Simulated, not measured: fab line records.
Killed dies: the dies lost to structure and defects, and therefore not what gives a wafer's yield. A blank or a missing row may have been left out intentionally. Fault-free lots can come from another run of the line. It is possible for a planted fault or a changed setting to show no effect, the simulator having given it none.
The tool behind it: which one? | flow gf180mcu | 42 wafers from 14 lots sampled at 3 of the route's 602 steps

## WHAT THE GAUGES READ, wafer by wafer
GF_STI_THK_MEAS_04.
lot  | measured    | on            | STI_CVD_03_THK (nm)
L469 | day 1 20:30 | film metro-02 | 203.6 203.8 203.1
L474 | day 2 20:06 | film metro-02 | 207.0 207.6 205.1
L475 | day 3 00:34 | film metro-01 | 208.3 209.2 207.9
L476 | day 3 07:04 | film metro-04 | 208.9 210.4 210.1
L478 | day 3 15:34 | film metro-04 | 208.4 209.4 207.7
L479 | day 3 21:37 | film metro-02 | 208.7 210.2 209.5
L480 | day 4 01:34 | film metro-04 | 208.8 207.7 210.0
L481 | day 4 06:44 | film metro-01 | 209.3 208.6 209.2
L483 | day 4 16:50 | film metro-04 | 208.1 207.9 210.1
L484 | day 5 00:13 | film metro-01 | 202.8 203.4 204.3
L485 | day 5 05:45 | film metro-04 | 205.7 204.2 204.8
L487 | day 5 13:45 | film metro-04 | 210.4 209.9 210.6
L488 | day 5 19:35 | film metro-04 | 207.4 208.4 209.6
L489 | day 5 22:52 | film metro-01 | 208.5 208.0 207.6

GF_M2_CD_MEAS_14 targets a cd of 280 nm.
lot  | measured     | on        | cd nm (nm)
L469 | day 19 20:08 | cd sem-01 | 278.3 279.0 279.1
L474 | day 21 05:40 | cd sem-02 | 281.4 280.0 280.2
L475 | day 22 00:50 | cd sem-02 | 279.4 280.0 277.9
L476 | day 22 10:49 | cd sem-02 | 278.9 279.8 279.2
L478 | day 23 00:39 | cd sem-01 | 281.6 282.4 281.9
L479 | day 23 08:14 | cd sem-01 | 283.1 282.1 281.8
L480 | day 23 19:58 | cd sem-02 | 278.3 278.3 277.3
L481 | day 24 07:40 | cd sem-02 | 279.9 281.5 279.3
L483 | day 24 18:32 | cd sem-01 | 279.8 280.8 280.1
L484 | day 25 04:06 | cd sem-02 | 279.0 278.8 279.0
L485 | day 25 10:41 | cd sem-01 | 279.0 280.5 279.1
L487 | day 25 21:10 | cd sem-01 | 279.8 280.2 279.4
L488 | day 26 03:44 | cd sem-02 | 281.4 279.9 279.8
L489 | day 26 09:59 | cd sem-02 | 279.7 279.8 280.6

## TOOL THAT RAN EACH LOT (tool first, then ch and the chambers of the sampled wafers, then the start)
lot  | GF_HV_LDD_IMPLANT_33
L469 | implanter-01 ch 0, day 12 02:24
L474 | implanter-01 ch 0, day 13 07:09
L475 | implanter-03 ch 0, day 13 20:44
L476 | implanter-01 ch 0, day 14 07:01
L478 | implanter-03 ch 0, day 14 19:56
L479 | implanter-02 ch 0, day 15 04:52
L480 | implanter-02 ch 0, day 15 16:35
L481 | implanter-01 ch 0, day 16 04:35
L483 | implanter-01 ch 0, day 16 12:06
L484 | implanter-03 ch 0, day 17 00:14
L485 | implanter-02 ch 0, day 17 04:21
L487 | implanter-01 ch 0, day 17 17:51
L488 | implanter-03 ch 0, day 18 01:36
L489 | implanter-02 ch 0, day 18 08:43
- GF_HV_LDD_IMPLANT_33

## AS READ BY THE TOOLS THEMSELVES (means over the sampled wafers that have a number; for cases with no such wafer, the mark the record gives instead)
GF_HV_LDD_IMPLANT_33.
lot  | tool         | dose ions cm2 | faraday current uA
L469 | implanter-01 | 7.5e+12       | 42.8
L474 | implanter-01 | 7.5e+12       | 41.7
L475 | implanter-03 | 7.5e+12       | 42.4
L476 | implanter-01 | 7.5e+12       | 40.7
L478 | implanter-03 | 7.5e+12       | 42.1
L479 | implanter-02 | 7.5e+12       | 42.5
L480 | implanter-02 | 7.5e+12       | 42.9
L481 | implanter-01 | 7.5e+12       | 42.1
L483 | implanter-01 | 7.5e+12       | 42.3
L484 | implanter-03 | 7.5e+12       | 42.2
L485 | implanter-02 | 8.4e+12       | 47.9
L487 | implanter-01 | 7.5e+12       | 41.6
L488 | implanter-03 | 7.5e+12       | 42.5
L489 | implanter-02 | 8.5e+12       | 47.1

## THE ANSWER, worked out from the rows above alone
Rule: what is usual is taken from the lots themselves. Put in order of their means at a reading, lots are off if they are a third of the lots or fewer, leave a main group of 4 or more, and stand apart from it by a gap of 3 or more times the standard deviation of the main group's means; of several such gaps the widest counts. Not used: any main group whose means are identical at the precision the tables above print for the reading. A lot without any number at a reading at which 4 lots or more have one is off too. Where the step has rows for the other lots, those lots are counted as sound. Order of review: gauges by route order, followed by the tools' own readings, for which a lot's mean as printed above is used. At the first step where some lot is off, the reading lying furthest off is the one used; lots without a number count as furthest.
Off, at GF_HV_LDD_IMPLANT_33 on faraday current uA: L485, L489. The main group has a mean of 42.1 with a standard deviation of 0.57.
If a tool, at that step or one of the process steps before it, ran each lot that is off and ran no sound lot following the first of them, it fits. One fits: GF_HV_LDD_IMPLANT_33 on implanter-02. Its last sound lot is L480 (day 15 16:35), its first lot that is off L485 (day 17 04:21): a fault that began between those two fits.
The tool's own readings at GF_HV_LDD_IMPLANT_33 bear it out: on the lots that are off they differ by more than 5 times the standard deviation of the sound lots' means. dose ions cm2 reads 8.4e+12 there against 7.5e+12 on the sound lots; faraday current uA reads 47.5 there against 42.1 on the sound lots.

## WHAT WAS PUT IN BY THE SIMULATOR
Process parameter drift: implanter-02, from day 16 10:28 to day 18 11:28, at GF_HV_LDD_IMPLANT_33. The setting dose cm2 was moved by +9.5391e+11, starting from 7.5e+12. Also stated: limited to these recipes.
Struck lots among those shown: L485, L489. Same finding as the rule above.
